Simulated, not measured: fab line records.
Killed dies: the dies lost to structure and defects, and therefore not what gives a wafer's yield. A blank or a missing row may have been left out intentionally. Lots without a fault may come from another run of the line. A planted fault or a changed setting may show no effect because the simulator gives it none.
Which of the tools did it? -- flow gf180mcu -- Sampling: 12 lots, 35 wafers, 7 of 602 route steps

## WHAT THE GAUGES SHOWED, per wafer
GF_V1_CD_MEAS_14: the cd target is 260 nm. Usual: cd nm at 260.0 nm, with a standard deviation of 1.3.
lot,measured,on,cd nm (nm),flag
L807,day 18 17:19,cd sem-01,261.3 259.6 258.9,
L808,day 19 02:57,cd sem-02,260.2 258.9 260.5,
L809,day 19 13:08,cd sem-02,263.0 262.9 262.7,
L810,day 20 03:58,cd sem-01,259.3 260.4 260.0,
L811,day 20 09:41,cd sem-02,261.3 261.9 262.7,
L812,day 20 14:05,cd sem-01,260.1 260.8,
L815,day 21 13:42,cd sem-02,259.9 260.1 260.3,
L819,day 22 23:29,cd sem-02,261.9 260.4 262.0,
L821,day 23 23:55,cd sem-02,259.7 259.8 260.0,
L822,day 24 03:02,cd sem-02,259.9 261.1 261.4,
L823,day 24 08:14,cd sem-02,260.4 259.3 259.8,
L829,day 26 05:34,cd sem-01,258.8 258.6 258.1,

GF_V1_RS_MEAS_24: measurement is done with a four-point probe. Usual: V1_W_RS gives 0.325 ohm/sq (standard deviation 0.0034).
lot,measured,on,V1_W_RS (ohm/sq),flag
L807,day 18 18:22,film metro-01,0.323 0.324 0.327,
L808,day 19 04:01,film metro-01,0.328 0.321 0.320,
L809,day 19 14:10,film metro-01,0.321 0.320 0.321,
L810,day 20 05:00,film metro-04,0.321 0.319 0.554,OFF
L811,day 20 10:43,film metro-04,0.324 0.324 0.582,OFF
L812,day 20 15:07,film metro-04,0.327 0.558,OFF
L815,day 21 14:44,film metro-01,0.326 0.323 0.327,
L819,day 23 00:31,film metro-01,0.329 0.329 0.330,
L821,day 24 00:58,film metro-04,0.329 0.323 0.324,
L822,day 24 04:04,film metro-02,0.325 0.327 0.323,
L823,day 24 09:16,film metro-04,0.323 0.329 0.328,
L829,day 26 06:44,film metro-02,0.324 0.321 0.322,

GF_V1_THK_MEAS_25: measures by xrf. Usual: V1_W_THK gives 348 nm (standard deviation 4.2).
lot,measured,on,V1_W_THK (nm),flag
L807,day 18 18:28,film metro-01,348 348 344,
L808,day 19 04:08,film metro-01,340 348 349,
L809,day 19 14:17,film metro-01,348 350 351,
L810,day 20 05:07,film metro-04,352 360 207,OFF
L811,day 20 10:49,film metro-04,353 352 198,OFF
L812,day 20 15:13,film metro-04,350 206,OFF
L815,day 21 14:52,film metro-01,345 345 343,
L819,day 23 00:38,film metro-01,342 342 340,
L821,day 24 01:04,film metro-04,343 349 346,
L822,day 24 04:11,film metro-02,347 345 352,
L823,day 24 09:23,film metro-04,350 345 343,
L829,day 26 06:51,film metro-02,354 352 353,

GF_M2_THK_MEAS_06: measures by xrf. Usual: M2_ALCU_THK gives 450 nm (standard deviation 5.4).
lot,measured,on,M2_ALCU_THK (nm),flag
L807,day 18 19:10,film metro-01,456 454 459,
L808,day 19 04:50,film metro-03,447 448 445,
L809,day 19 14:59,film metro-03,446 452 448,
L810,day 20 06:04,film metro-04,448 456 451,
L811,day 20 11:44,film metro-04,439 440 441,
L812,day 20 15:55,film metro-01,455 455,
L815,day 21 15:34,film metro-04,445 444 446,
L819,day 23 01:20,film metro-01,448 446 449,
L821,day 24 01:46,film metro-03,445 445 446,
L822,day 24 04:53,film metro-03,458 455 454,
L823,day 24 10:05,film metro-01,454 445 452,
L829,day 26 07:33,film metro-01,449 453 455,

## WHICH TOOL RAN EACH LOT (tool, then ch and the chambers of the sampled wafers, then the start)
lot,GF_V1_CVD_23,GF_V1_CMP_26,GF_M2_SPUTTER_02
L807,"cvd w-01 ch 0,1, day 18 18:14","cmp-01 ch 1,2,3, day 18 18:30","pvd sputter-03, day 18 18:56"
L808,"cvd w-02 ch 0,1, day 19 03:55","cmp-02 ch 1,2,3, day 19 04:12","pvd sputter-01, day 19 04:38"
L809,"cvd w-02 ch 0,1, day 19 14:03","cmp-01 ch 0,2,3, day 19 14:26","pvd sputter-01, day 19 14:46"
L810,"cvd w-02 ch 1, day 20 04:52","cmp-02 ch 0,3, day 20 05:25","pvd sputter-03, day 20 05:50"
L811,"cvd w-02 ch 0,1, day 20 10:36","cmp-02 ch 0,3, day 20 11:05","pvd sputter-02, day 20 11:31"
L812,"cvd w-02 ch 0,1, day 20 14:59","cmp-02 ch 3, day 20 15:14","pvd sputter-03, day 20 15:40"
L815,"cvd w-01 ch 0,1, day 21 14:37","cmp-01 ch 1,2,3, day 21 14:58","pvd sputter-02, day 21 15:21"
L819,"cvd w-02 ch 0,1, day 23 00:23","cmp-01 ch 1,2,3, day 23 00:41","pvd sputter-03, day 23 01:07"
L821,"cvd w-01 ch 0,1, day 24 00:50","cmp-02 ch 1,3, day 24 01:06","pvd sputter-03, day 24 01:32"
L822,"cvd w-02 ch 0,1, day 24 03:56","cmp-02 ch 0,2, day 24 04:17","pvd sputter-03, day 24 04:40"
L823,"cvd w-02 ch 0,1, day 24 09:09","cmp-01 ch 0,1,2, day 24 09:27","pvd sputter-01, day 24 09:53"
L829,"cvd w-01 ch 1, day 26 06:32","cmp-02 ch 1,2,3, day 26 06:57","pvd sputter-02, day 26 07:20"
- GF_V1_CVD_23: deposits W, target thk 350 nm, time 105.05 s.
- GF_V1_CMP_26: polishes, stops on SiO2, t overpolish 15 s, target thk 0 nm.
- GF_M2_SPUTTER_02: material AlCu, target thk 450 nm, time 23.9 s.

## WHAT THE TOOLS THEMSELVES READ (means of the sampled wafers that have a number; where no wafer has one, the mark that the record gives instead)
GF_V1_CVD_23. Usual: heater power w at 866 W, with a standard deviation of 31.
lot,tool,heater power w (W),flag
L807,cvd w-01,851,
L808,cvd w-02,872,
L809,cvd w-02,851,
L810,cvd w-02,901,
L811,cvd w-02,880,
L812,cvd w-02,870,
L815,cvd w-01,860,
L819,cvd w-02,874,
L821,cvd w-01,873,
L822,cvd w-02,853,
L823,cvd w-02,867,
L829,cvd w-01,872,

GF_V1_CMP_26. Usual: motor current A 10.9 A, standard deviation 1.1; time to endpoint s 86 s, standard deviation 4.4.
lot,tool,motor current A (A),time to endpoint s (s),flag
L807,cmp-01,10.7,88,
L808,cmp-02,10.9,91,
L809,cmp-01,10.7,88,
L810,cmp-02,10.6,75,
L811,cmp-02,10.6,77,
L812,cmp-02,10.5,74,
L815,cmp-01,10.9,86,
L819,cmp-01,10.7,89,
L821,cmp-02,10.1,84,
L822,cmp-02,11.6,85,
L823,cmp-01,11.7,87,
L829,cmp-02,10.8,89,

GF_M2_SPUTTER_02. Usual: cathode dc power W 10600 W, standard deviation 1.7; throttle valve pct 30.4 %, standard deviation 1.
lot,tool,cathode dc power W (W),throttle valve pct (%),flag
L807,pvd sputter-03,10600,29.9,
L808,pvd sputter-01,10601,29.9,
L809,pvd sputter-01,10599,30.0,
L810,pvd sputter-03,10601,30.6,
L811,pvd sputter-02,10601,30.4,
L812,pvd sputter-03,10601,30.5,
L815,pvd sputter-02,10600,30.7,
L819,pvd sputter-03,10599,29.5,
L821,pvd sputter-03,10601,30.5,
L822,pvd sputter-03,10600,30.0,
L823,pvd sputter-01,10601,29.9,
L829,pvd sputter-02,10601,31.1,

## THE ANSWER, worked out from the rows above alone
Rule: a lot is off if the mean of its wafers that have a number lies more than 3 standard deviations from the usual mean. A lot without any number at a reading at which 4 lots or more have one is off too. Where the step has rows for the other lots, those lots are counted as sound. First the gauges in route order, then the tools' own readings, where a lot's mean is used as printed above. At the first step where some lot is off, the reading lying furthest off is the one used; lots without a number count as furthest.
Off: L810, L811, L812, at GF_V1_RS_MEAS_24 (V1_W_RS).
A tool fits if, at a process step before that reading, it ran every lot that is off, and no sound lot after the first of them. The gauges at GF_V1_RS_MEAS_24 are tried like those tools. No candidate that was tried fits.

## WHAT THE SIMULATOR PUT IN
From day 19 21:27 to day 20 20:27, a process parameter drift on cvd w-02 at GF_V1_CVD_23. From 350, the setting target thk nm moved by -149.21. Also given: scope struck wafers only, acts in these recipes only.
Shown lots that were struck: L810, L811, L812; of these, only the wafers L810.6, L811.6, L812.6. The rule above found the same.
